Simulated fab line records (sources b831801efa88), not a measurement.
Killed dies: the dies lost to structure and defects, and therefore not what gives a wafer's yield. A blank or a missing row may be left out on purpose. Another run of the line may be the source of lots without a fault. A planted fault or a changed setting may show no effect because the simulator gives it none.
What tool caused it?    flow gf180mcu    13 lots with 39 wafers sampled at 5 steps, on a route of 602 steps

WHAT EACH GAUGE READ, for each wafer
GF_VT_IMPLANT_RS_MEAS_47: measurement is done with a four-point probe.
lot   measured      on             NWELL_RS (ohm/sq)
L833  day 8 13:13   film-metro-04  488.7 487.8 487.3
L837  day 9 10:24   film-metro-04  485.6 485.5 486.7
L838  day 9 21:37   film-metro-01  488.6 488.7 489.0
L839  day 10 02:27  film-metro-02  488.9 488.1 488.9
L843  day 11 06:10  film-metro-04  489.0 486.3 485.7
L844  day 11 14:25  film-metro-04  488.0 488.1 487.3
L847  day 12 09:47  film-metro-01  485.7 486.0 485.4
L848  day 12 14:07  film-metro-02  487.7 487.1 490.1
L849  day 12 22:09  film-metro-04  486.1 485.6 486.3
L850  day 13 05:55  film-metro-02  489.2 490.0 489.4
L851  day 13 12:58  film-metro-02  487.5 486.8 486.6
L852  day 13 17:08  film-metro-02  487.7 489.2 490.1
L853  day 14 01:20  film-metro-01  490.2 488.8 487.4

GF_HV_LDD_RS_MEAS_53: measurement is done with a four-point probe.
lot   measured      on             HV_LDD_RS (ohm/sq)
L833  day 13 10:41  film-metro-02  418.3 416.6 417.5
L837  day 14 13:53  film-metro-02  - - -
L838  day 15 02:11  film-metro-02  - - -
L839  day 15 08:23  film-metro-02  418.8 419.1 417.3
L843  day 16 20:07  film-metro-02  416.3 416.0 418.1
L844  day 17 03:35  film-metro-02  417.4 417.7 416.8
L847  day 18 02:48  film-metro-01  418.4 417.8 419.0
L848  day 18 10:14  film-metro-02  417.5 418.1 417.8
L849  day 18 21:31  film-metro-02  416.3 417.3 416.7
L850  day 19 03:43  film-metro-02  417.3 417.1 416.7
L851  day 19 15:54  film-metro-02  418.1 417.9 418.5
L852  day 19 17:24  film-metro-02  417.2 417.3 417.4
L853  day 20 04:39  film-metro-04  415.3 416.5 415.7

WHICH TOOL RAN EACH LOT (tool, then ch and the chambers of the sampled wafers, then the start)
lot   GF_POLY_GATE_ETCH_12                GF_HV_LDD_IMPLANT_33             GF_HV_LDD_RTA_52
L833  rie-diel-04 ch 1,2, day 10 04:25    implanter-02 ch 0, day 12 13:54  rtp-anneal-01 ch 0, day 13 10:38
L837  rie-diel-02 ch 0,1,2, day 11 03:57  implanter-01 ch 0, day 13 16:02  rtp-anneal-01 ch 0, day 14 13:49
L838  rie-diel-03 ch 0,2,3, day 11 15:21  implanter-01 ch 0, day 14 04:55  rtp-anneal-01 ch 0, day 15 02:06
L839  rie-diel-04 ch 0,1,2, day 11 19:24  implanter-03 ch 0, day 14 10:00  rtp-anneal-01 ch 0, day 15 08:19
L843  rie-diel-03 ch 1,2,3, day 13 02:33  implanter-03 ch 0, day 15 20:20  rtp-anneal-01 ch 0, day 16 20:02
L844  rie-diel-02 ch 1,2,3, day 13 11:33  implanter-03 ch 0, day 16 04:18  rtp-anneal-02 ch 0, day 17 03:31
L847  rie-diel-03 ch 0,1, day 14 08:03    implanter-01 ch 0, day 17 02:46  rtp-anneal-02 ch 0, day 18 02:40
L848  rie-diel-03 ch 1,3, day 14 13:18    implanter-03 ch 0, day 17 10:31  rtp-anneal-02 ch 0, day 18 10:10
L849  rie-diel-03 ch 1,2,3, day 14 20:54  implanter-03 ch 0, day 17 20:44  rtp-anneal-02 ch 0, day 18 21:26
L850  rie-diel-02 ch 1,2, day 15 05:16    implanter-01 ch 0, day 18 02:36  rtp-anneal-01 ch 0, day 19 03:38
L851  rie-diel-02 ch 0,1, day 15 15:34    implanter-03 ch 0, day 18 14:48  rtp-anneal-02 ch 0, day 19 15:49
L852  rie-diel-03 ch 0,3, day 15 16:54    implanter-02 ch 0, day 18 16:22  rtp-anneal-01 ch 0, day 19 17:19
L853  rie-diel-02 ch 0,2,3, day 16 05:15  implanter-03 ch 0, day 19 03:04  rtp-anneal-02 ch 0, day 20 04:34
- GF_POLY_GATE_ETCH_12: etches BARC in N2/H2.
- GF_HV_LDD_IMPLANT_33
- GF_HV_LDD_RTA_52: time 10 s.

AS READ BY THE TOOLS THEMSELVES (means over the sampled wafers that have a number; for cases with no such wafer, the mark the record gives instead)
GF_POLY_GATE_ETCH_12.
lot   tool         drypump-motor-current-A (A)  oes-product-au (a.u.)  rf-fwd-power-W (W)  throttle-valve-pct (%)
L833  rie-diel-04  5.6                          0.734                  495.7               13.219
L837  rie-diel-02  5.7                          0.737                  495.1               13.220
L838  rie-diel-03  5.4                          0.739                  495.1               13.218
L839  rie-diel-04  5.5                          0.732                  495.4               13.219
L843  rie-diel-03  5.1                          0.732                  497.1               13.211
L844  rie-diel-02  6.0                          0.735                  496.3               13.213
L847  rie-diel-03  5.6                          0.737                  494.2               13.222
L848  rie-diel-03  5.3                          0.735                  494.7               13.214
L849  rie-diel-03  5.1                          0.736                  495.7               13.213
L850  rie-diel-02  5.9                          0.736                  494.4               13.220
L851  rie-diel-02  5.5                          0.734                  498.5               13.224
L852  rie-diel-03  5.9                          0.736                  495.6               13.219
L853  rie-diel-02  5.8                          0.738                  497.3               13.215

GF_HV_LDD_IMPLANT_33.
lot   tool          tilt-deg (degrees)
L833  implanter-02  30.002
L837  implanter-01  34.553
L838  implanter-01  34.558
L839  implanter-03  29.990
L843  implanter-03  29.999
L844  implanter-03  29.977
L847  implanter-01  29.998
L848  implanter-03  30.022
L849  implanter-03  30.002
L850  implanter-01  30.032
L851  implanter-03  30.014
L852  implanter-02  30.003
L853  implanter-03  29.982

GF_HV_LDD_RTA_52.
lot   tool           lamp-power-pct (%)  wafer_temp_C_max
L833  rtp-anneal-01  33.39               1002.5
L837  rtp-anneal-01  33.36               1003.3
L838  rtp-anneal-01  33.38               1003.1
L839  rtp-anneal-01  33.41               1002.6
L843  rtp-anneal-01  33.39               1003.0
L844  rtp-anneal-02  32.97               1003.6
L847  rtp-anneal-02  32.96               1004.4
L848  rtp-anneal-02  32.97               1004.3
L849  rtp-anneal-02  32.97               1003.6
L850  rtp-anneal-01  33.39               1002.9
L851  rtp-anneal-02  32.98               1004.1
L852  rtp-anneal-01  33.36               1003.0
L853  rtp-anneal-02  32.97               1003.3

THE ANSWER, worked out from the rows above alone
Rule: the usual values come from the lots themselves. Put in order of their means at a reading, lots are off if they are a third of the lots or fewer, leave a main group of 4 or more, and stand apart from it by a gap of 3 or more times the standard deviation of the main group's means; of several such gaps the widest counts. The tables above print the reading to a certain number of digits; a main group whose means all agree to those digits is not used. A lot without any number at a reading at which 4 lots or more have one is off too. Where the step has rows for the other lots, those lots are counted as sound. The gauges are gone through in route order, then the tools' own readings, and for those a lot's mean is taken as printed above. At the first step where some lot is off, the reading lying furthest off is the one used; lots without a number count as furthest.
Off: at GF_HV_LDD_RS_MEAS_53 (HV_LDD_RS), L837, L838. Without a number there: L837, L838. The main group has a mean of 417.4 ohm/sq with a standard deviation of 0.75.
A tool fits if, at a process step before that reading, it ran every lot that is off, and no sound lot after the first of them. The gauges at GF_HV_LDD_RS_MEAS_53 aren't tried: what is off there is off at GF_HV_LDD_IMPLANT_33 too, on other tools, and a gauge's error can't cause that. No candidate that was tried fits.

WHAT THE SIMULATOR HAD INSERTED
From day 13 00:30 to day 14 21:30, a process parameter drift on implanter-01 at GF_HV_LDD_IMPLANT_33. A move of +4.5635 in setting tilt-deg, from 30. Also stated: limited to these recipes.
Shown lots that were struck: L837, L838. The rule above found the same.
